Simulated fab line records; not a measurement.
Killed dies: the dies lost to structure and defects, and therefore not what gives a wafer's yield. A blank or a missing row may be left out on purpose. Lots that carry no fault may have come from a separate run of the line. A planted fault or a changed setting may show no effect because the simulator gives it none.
fab line records	flow sky130
record lots=7	wafers=19	last_day=50
route steps=708 shown VIA1@467 METAL2@483
lots with no fault: from the same line, run without faults
start_h: the number of hours between the record's first day and the start of the first shown wafer of the lot	wait_h: time in hours since the lot's previous step	" repeats the value in the row above	L1.1+2: one row covering several wafers at once	- no value, or no start was given	* or withheld: withheld	< > ~ a bound
route shown NAME@n: a module of which the file shows steps, and the number in the route of the first	usual: mean/standard deviation taken from wafers without a fault	same: alike in all rows	chamber/n: place in a boat	sites: per-site readings	_std_site: how widely they spread, as a standard deviation	_edge_site: mean of outer sites minus mean of inner sites	radius_mm: how far each site lies from the wafer's centre	mask NAME#n: copy n	behind: the last tool/chamber to shape the wafer	hold: reason for holding the lot/hours on hold/outcome of the hold	device: transistor that didn't switch, given as n, p or np	end of line: tests run on the same wafers once the route is complete	for a step that has no rows: nothing shown but its recipe	killed: count of dies lost to structure and defects at first sort (not the wafer's yield)	map: a wafer's dies, marking killed ones x, the rest . and places with no die _
set.NAME: the setting the step ran with; set.NAME@STEP: the setting that earlier step ran with	model.NAME: the simulator's own value behind a step, which no gauge read
lots at some steps of the route; a table a step, a row a wafer
services: when a tool's chamber went out of use (start_h, in hours from the record's first day, below 0 if earlier), for how many hours, and the reason
## steps
# step SKY_VIA1_EXPOSE_09
# recipe mask_id=VIM	na=0.8	source_shape=annular	sigma_inner=0.55	sigma_outer=0.85	target_cd_nm=150	dose_mj=38
# step SKY_VIA1_PEB_10
# recipe peb_temp_c=withheld	peb_time_s=withheld	resist=KrF-thick
# step SKY_VIA1_DEVELOP_11
# recipe develop_time_s=60	resist=KrF-thick	dev_temp_c=21
# step SKY_VIA1_CD_MEAS_12
# recipe target_cd_nm=150
# usual cd_nm=150.5/2
lot.wafer	tool	chamber	start_h	wait_h	cd_nm
L414.1	cd_sem-02	-	846.43	-	146.8
L414.3	"	-	"	"	148.2
L414.4	"	-	"	"	147.8
L416.1	cd_sem-02	-	858.78	-	150.9
L416.4	"	-	"	"	151.3
L416.6	"	-	"	"	150.4
L418.1	cd_sem-01	-	872.49	-	147.8
L418.5	"	-	"	"	149.8
L419.1	cd_sem-02	-	879.43	-	150.5
L419.5	"	-	"	"	150.1
L425.2	cd_sem-01	-	930.65	-	150.7
L425.3	"	-	"	"	152.6
L425.5	"	-	"	"	150.1
L429.1	cd_sem-01	-	954.57	-	150.8
L429.4	"	-	"	"	151.7
L429.5	"	-	"	"	151.5
L430.4	cd_sem-01	-	958.98	-	153.5
L430.5	"	-	"	"	150.7
L430.6	"	-	"	"	151.6
# step SKY_VIA1_OVL_MEAS_13
# usual VIA1_OVL=1/6.3
lot.wafer	tool	chamber	start_h	wait_h	VIA1_OVL[nm]
L414.1	overlay-02	-	846.55	0.1	-7
L414.3	"	-	"	"	-11
L414.4	"	-	"	"	-9
L416.1	overlay-01	-	858.90	0.1	13
L416.4	"	-	"	"	3
L416.6	"	-	"	"	6
L418.1	overlay-02	-	872.61	0.1	9
L418.5	"	-	"	"	6
L419.1	overlay-01	-	879.55	0.1	2
L419.5	"	-	"	"	7
L425.2	overlay-01	-	930.76	0.1	7
L425.3	"	-	"	"	12
L425.5	"	-	"	"	11
L429.1	overlay-01	-	954.69	0.1	-1
L429.4	"	-	"	"	-8
L429.5	"	-	"	"	-3
L430.4	overlay-02	-	959.06	0.1	-2
L430.5	"	-	"	"	4
L430.6	"	-	"	"	2
# step SKY_VIA1_ETCH_14
# recipe chemistry=N2/H2	target=BARC	ion_energy_ev=200	source_w=500	bias_w=100	pressure_mtorr=30	n2_flow_sccm=100	h2_flow_sccm=200	stop_on=SiO2	time_s=45.9	target_depth_a=600
# usual drypump_motor_current_A=5.7/0.3	oes_product_au=0.855/0.0042	throttle_valve_pct=13.225/0.0085
lot.wafer	tool	chamber	start_h	wait_h	drypump_motor_current_A	oes_product_au	rf_hours_counter_h	throttle_valve_pct
L414.1	rie_diel-02	2	846.59	0.0	5.7	0.847	14	13.218
L414.3	"	3	"	"	5.3	0.858	13	13.219
L414.4	"	3	"	"	5.3	0.855	-	13.224
L416.1	rie_diel-02	0	858.94	0.0	5.6	0.855	23	13.239
L416.4	"	3	"	"	5.3	0.861	13	13.206
L416.6	"	0	"	"	5.7	0.861	-	13.237
L418.1	rie_diel-01	1	872.65	0.0	5.7	0.851	24	13.229
L418.5	"	0	"	"	5.8	0.855	-	13.222
L419.1	rie_diel-01	1	879.59	0.0	5.7	0.853	25	13.232
L419.5	"	1	"	"	5.7	0.861	-	13.218
L425.2	rie_diel-01	2	930.79	0.0	5.3	0.852	4	13.213
L425.3	"	3	"	"	6.4	0.861	18	13.221
L425.5	"	0	"	"	5.8	0.854	-	13.234
L429.1	rie_diel-02	0	954.73	0.0	5.7	0.856	25	13.223
L429.4	"	1	"	"	5.5	0.856	8	13.222
L429.5	"	3	"	"	5.3	0.852	-	13.231
L430.4	rie_diel-02	0	959.08	0.0	5.7	0.856	25	13.228
L430.5	"	3	"	"	5.3	0.855	-	13.238
L430.6	"	0	"	"	5.7	0.849	-	13.217
# step SKY_VIA1_ETCH_15
# recipe target=SiO2	chemistry=C4F8/O2/Ar	target_depth_nm=351	stop_on=TiN	mask_material=KrF-thick	source_w=1500	bias_w=1200	pressure_mtorr=40	c4f8_flow_sccm=withheld	O2_flow_sccm=6	Ar_flow_sccm=300	time_s=54
# usual oes_product_au=0.982/0.0063
lot.wafer	tool	chamber	start_h	wait_h	oes_product_au	rf_hours_counter_h
L414.1	rie_diel-02	2	846.63	0.0	0.984	14
L414.3	"	3	"	"	0.986	13
L414.4	"	3	"	"	0.984	-
L416.1	rie_diel-02	0	858.98	0.0	0.995	23
L416.4	"	3	"	"	0.986	13
L416.6	"	0	"	"	0.985	-
L418.1	rie_diel-01	1	872.69	0.0	0.983	24
L418.5	"	0	"	"	0.977	-
L419.1	rie_diel-01	1	879.63	0.0	0.975	25
L419.5	"	1	"	"	0.982	-
L425.2	rie_diel-01	2	930.83	0.0	0.978	4
L425.3	"	3	"	"	0.976	18
L425.5	"	0	"	"	0.979	-
L429.1	rie_diel-02	0	954.77	0.0	0.990	25
L429.4	"	1	"	"	0.973	8
L429.5	"	3	"	"	0.976	-
L430.4	rie_diel-02	0	959.12	0.0	0.991	25
L430.5	"	3	"	"	0.993	-
L430.6	"	0	"	"	0.986	-
# step SKY_VIA1_STRIP_16
# recipe chemistry=O2/N2	power_w=1400	pressure_mtorr=1500	platen_temp_c=withheld	o2_flow_sccm=3000	n2_flow_sccm=300	overash_fraction=0.5
# usual drypump_motor_current_A=5.8/0.45	oes_product_au=0.415/0.0045	strip_time_to_endpoint_s=4.462/0.021
lot.wafer	tool	chamber	start_h	wait_h	drypump_motor_current_A	oes_product_au	rf_hours_counter_h	strip_time_to_endpoint_s
L414.1	plasma_asher-03	0	846.68	0.0	5.6	0.423	11	4.448
L414.3	"	1	"	"	5.8	0.409	-	4.452
L414.4	"	0	"	"	5.6	0.418	-	4.474
L416.1	plasma_asher-04	1	859.03	0.0	5.5	0.415	105	4.429
L416.4	"	0	"	"	6.4	0.414	-	4.474
L416.6	"	1	"	"	5.4	0.411	-	4.438
L418.1	plasma_asher-02	0	872.74	0.0	5.1	0.413	71	4.455
L418.5	"	0	"	"	5.1	0.417	-	4.509
L419.1	plasma_asher-04	1	879.68	0.0	5.5	0.425	107	4.429
L419.5	"	0	"	"	6.4	0.418	-	4.436
L425.2	plasma_asher-04	1	930.88	0.0	5.5	0.411	112	4.476
L425.3	"	0	"	"	6.4	0.408	-	4.463
L425.5	"	1	"	"	5.5	0.418	-	4.455
L429.1	plasma_asher-03	1	954.82	0.0	5.9	0.412	21	4.449
L429.4	"	0	"	"	5.6	0.417	-	4.424
L429.5	"	0	"	"	5.6	0.419	-	4.460
L430.4	plasma_asher-02	0	959.20	0.1	5.1	0.414	-	4.435
L430.5	"	1	"	"	5.8	0.416	-	4.451
L430.6	"	0	"	"	5.1	0.412	-	4.411
# step SKY_VIA1_STRIP_17
# recipe chemistry=post_etch_residue_remover	time_s=1200	temp_c=72.5
# step SKY_VIA1_CLEAN_18
# recipe chemistry=IPA	time_s=180	temp_c=25
# step SKY_VIA1_CLEAN_19
# recipe chemistry=O3/DIW	dry=n2_spin
# step SKY_VIA1_SPUTTER_20
# recipe material=TiN	target_thk_nm=20	chamber_pressure_pa=5	power_w=4000	time_s=80
# usual throttle_valve_pct=29.6/1
lot.wafer	tool	chamber	start_h	wait_h	throttle_valve_pct
L414.1	pvd_sputter-01	-	847.27	0.0	29.4
L414.3	"	-	"	"	30.4
L414.4	"	-	"	"	29.7
L416.1	pvd_sputter-03	-	859.62	0.0	28.0
L416.4	"	-	"	"	28.7
L416.6	"	-	"	"	30.5
L418.1	pvd_sputter-03	-	873.34	0.0	28.7
L418.5	"	-	"	"	30.6
L419.1	pvd_sputter-02	-	880.27	0.0	29.0
L419.5	"	-	"	"	28.6
L425.2	pvd_sputter-03	-	931.48	0.0	27.8
L425.3	"	-	"	"	30.8
L425.5	"	-	"	"	28.8
L429.1	pvd_sputter-03	-	955.41	0.0	28.0
L429.4	"	-	"	"	30.2
L429.5	"	-	"	"	30.4
L430.4	pvd_sputter-02	-	959.80	0.0	31.2
L430.5	"	-	"	"	29.8
L430.6	"	-	"	"	28.8
# step SKY_VIA1_CVD_21
# recipe material=W	target_thk_nm=270	time_s=80.902	temp_c=400	pressure_torr=40
# usual heater_power_w=845/89
lot.wafer	tool	chamber	start_h	wait_h	heater_power_w	model.W_of_VIA1_CVD_21.thk_nm
L414.1	cvd_w-02	1	847.33	0.0	743	266.3
L414.3	"	1	"	"	758	269.1
L414.4	"	0	"	"	927	269.3
L416.1	cvd_w-02	1	859.68	0.0	751	268.2
L416.4	"	0	"	"	943	263.1
L416.6	"	1	"	"	773	361.6
L418.1	cvd_w-02	1	873.40	0.0	749	272.5
L418.5	"	1	"	"	735	366
L419.1	cvd_w-02	0	880.33	0.0	941	270.7
L419.5	"	1	"	"	743	364.9
L425.2	cvd_w-02	0	931.54	0.0	908	271
L425.3	"	1	"	"	745	271.1
L425.5	"	1	"	"	762	269
L429.1	cvd_w-02	0	955.47	0.0	930	274.8
L429.4	"	0	"	"	939	273.8
L429.5	"	0	"	"	921	277.5
L430.4	cvd_w-01	1	959.86	0.0	736	269.9
L430.5	"	0	"	"	909	268.7
L430.6	"	1	"	"	732	271.8
# step SKY_VIA1_RS_MEAS_22
# recipe thk_meas_gauge=four-point-probe	reads=W_of_VIA1_CVD_21+TiN_of_VIA1_SPUTTER_20
# usual VIA1_W_RS=0.426/0.0066
lot.wafer	tool	chamber	start_h	wait_h	VIA1_W_RS[ohm/sq]
L414.1	film_metro-02	-	847.42	0.1	0.433
L414.3	"	-	"	"	0.429
L414.4	"	-	"	"	0.428
L416.1	film_metro-02	-	859.77	0.1	0.429
L416.4	"	-	"	"	0.439
L416.6	"	-	"	"	0.317
L418.1	film_metro-02	-	873.49	0.1	0.423
L418.5	"	-	"	"	0.313
L419.1	film_metro-02	-	880.42	0.1	0.426
L419.5	"	-	"	"	0.314
L425.2	film_metro-01	-	931.66	0.1	0.425
L425.3	"	-	"	"	0.426
L425.5	"	-	"	"	0.430
L429.1	film_metro-02	-	955.56	0.1	0.419
L429.4	"	-	"	"	0.420
L429.5	"	-	"	"	0.415
L430.4	film_metro-03	-	960.06	0.2	0.427
L430.5	"	-	"	"	0.429
L430.6	"	-	"	"	0.424
# step SKY_VIA1_THK_MEAS_23
# recipe thk_meas_gauge=xrf	reads=W_of_VIA1_CVD_21
# usual VIA1_W_THK=265/4.7
lot.wafer	tool	chamber	start_h	wait_h	VIA1_W_THK[nm]
L414.1	film_metro-02	-	847.54	0.1	262
L414.3	"	-	"	"	264
L414.4	"	-	"	"	265
L416.1	film_metro-02	-	859.89	0.1	261
L416.4	"	-	"	"	256
L416.6	"	-	"	"	351
L418.1	film_metro-02	-	873.61	0.1	268
L418.5	"	-	"	"	359
L419.1	film_metro-02	-	880.54	0.1	267
L419.5	"	-	"	"	358
L425.2	film_metro-01	-	931.77	0.1	266
L425.3	"	-	"	"	267
L425.5	"	-	"	"	264
L429.1	film_metro-02	-	955.68	0.1	269
L429.4	"	-	"	"	268
L429.5	"	-	"	"	272
L430.4	film_metro-03	-	960.15	0.1	261
L430.5	"	-	"	"	262
L430.6	"	-	"	"	264
# step SKY_VIA1_CMP_24
# recipe stop_on=SiO2	t_overpolish_s=15	down_force_psi=3.5	platen_rpm=60	target_thk_nm=0	pad_velocity_m_s=0.94248
# usual motor_current_A=11.7/1.4	time_to_endpoint_s=65/3.2
lot.wafer	tool	chamber	start_h	wait_h	motor_current_A	time_to_endpoint_s
L414.4	cmp-01	0	847.60	0.0	10.5	69
L414.3	"	2	"	"	12.5	68
L414.1	"	3	"	"	13.6	66
L416.1	cmp-02	3	859.95	0.1	10.2	63
L416.4	"	0	"	"	9.5	55
L416.6	"	3	"	"	10.1	82
L418.1	cmp-02	0	873.72	0.1	9.7	64
L418.5	"	0	"	"	9.8	85
L419.1	cmp-02	1	880.60	0.1	11.5	62
L419.5	"	1	"	"	11.3	84
L425.3	cmp-02	1	931.82	0.0	11.5	62
L425.2	"	2	"	"	10.5	65
L425.5	"	1	"	"	11.3	65
L429.1	cmp-01	1	955.92	0.2	13.0	67
L429.4	"	2	"	"	12.8	68
L429.5	"	1	"	"	13.0	68
L430.4	cmp-01	3	960.23	0.1	13.0	65
L430.5	"	2	"	"	12.3	66
L430.6	"	3	"	"	13.5	68
# step SKY_METAL2_SPUTTER_00
# recipe material=Ti	target_thk_nm=15	power_w=3000	time_s=10	chamber_pressure_pa=0.4
# usual throttle_valve_pct=30.1/0.92
lot.wafer	tool	chamber	start_h	wait_h	throttle_valve_pct
L414.1	pvd_sputter-02	-	847.90	0.1	28.8
L414.3	"	-	"	"	29.9
L414.4	"	-	"	"	31.4
L416.1	pvd_sputter-01	-	860.25	0.2	30.5
L416.4	"	-	"	"	29.5
L416.6	"	-	"	"	29.9
L418.1	pvd_sputter-01	-	873.97	0.2	29.6
L418.5	"	-	"	"	29.5
L419.1	pvd_sputter-01	-	880.90	0.2	27.8
L419.5	"	-	"	"	30.2
L425.2	pvd_sputter-01	-	932.12	0.2	30.3
L425.3	"	-	"	"	28.4
L425.5	"	-	"	"	29.4
L429.1	pvd_sputter-02	-	956.22	0.2	31.1
L429.4	"	-	"	"	31.2
L429.5	"	-	"	"	29.7
L430.4	pvd_sputter-01	-	960.48	0.2	30.0
L430.5	"	-	"	"	30.1
L430.6	"	-	"	"	29.7
## services
tool	chamber	start_h	hours	kind
cvd_w-01	-	822.85	1.1	repair
cmp-01	-	834.26	2.6	repair
rie_diel-02	0	840.91	13.5	repair
plasma_asher-03	-	849.81	5.9	repair
pvd_sputter-02	-	850.08	5.0	repair
rie_diel-01	2	861.69	7.3	repair
cmp-02	-	868.94	3.0	repair
rie_diel-02	-	869.87	0.5	repair
rie_diel-01	3	877.50	3.4	repair
rie_diel-01	0	880.94	4.4	repair
cvd_w-01	-	881.53	6.9	pm
rie_diel-02	-	886.91	0.9	repair
cmp-02	-	888.41	8.2	pm
cmp-01	-	893.89	1.3	repair
rie_diel-01	1	897.41	4.1	repair
cvd_w-01	-	904.00	14.0	pm
rie_diel-01	0	904.63	20.5	repair
pvd_sputter-01	-	911.04	14.2	repair
plasma_asher-02	-	912.70	3.1	repair
plasma_asher-03	-	916.36	0.9	repair
cmp-02	-	919.52	4.0	pm
cvd_w-02	1	940.41	-	calibration
cvd_w-01	-	944.76	14.6	pm
pvd_sputter-03	-	945.81	0.8	repair
## key
first_sign step=SKY_VIA1_RS_MEAS_22	reading=VIA1_W_RS	direction=down	sigmas=17	usual=0.426	struck=0.315
effect step=SKY_VIA1_THK_MEAS_23	reading=VIA1_W_THK	direction=up	sigmas=20	usual=265	struck=356
effect step=SKY_VIA1_CMP_24	reading=time_to_endpoint_s	direction=up	sigmas=5.8	usual=*	struck=*
model_effect step=SKY_VIA1_CVD_21	value=W_of_VIA1_CVD_21.thk_nm	without=270.8	struck=364.2
met_at SKY_VIA1_CVD_21
struck_wafers L416.6,L418.5,L419.5
onset_between 847.33 859.68
fault kind=process_parameter_drift	tool=cvd_w-02	chamber=-	onset_h=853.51	steps=SKY_VIA1_CVD_21	channel=target_thk_nm	offset=93.966	shape=step	end_h=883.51	scope=struck_wafers_only	acts_in=these_recipes_only	stated=270
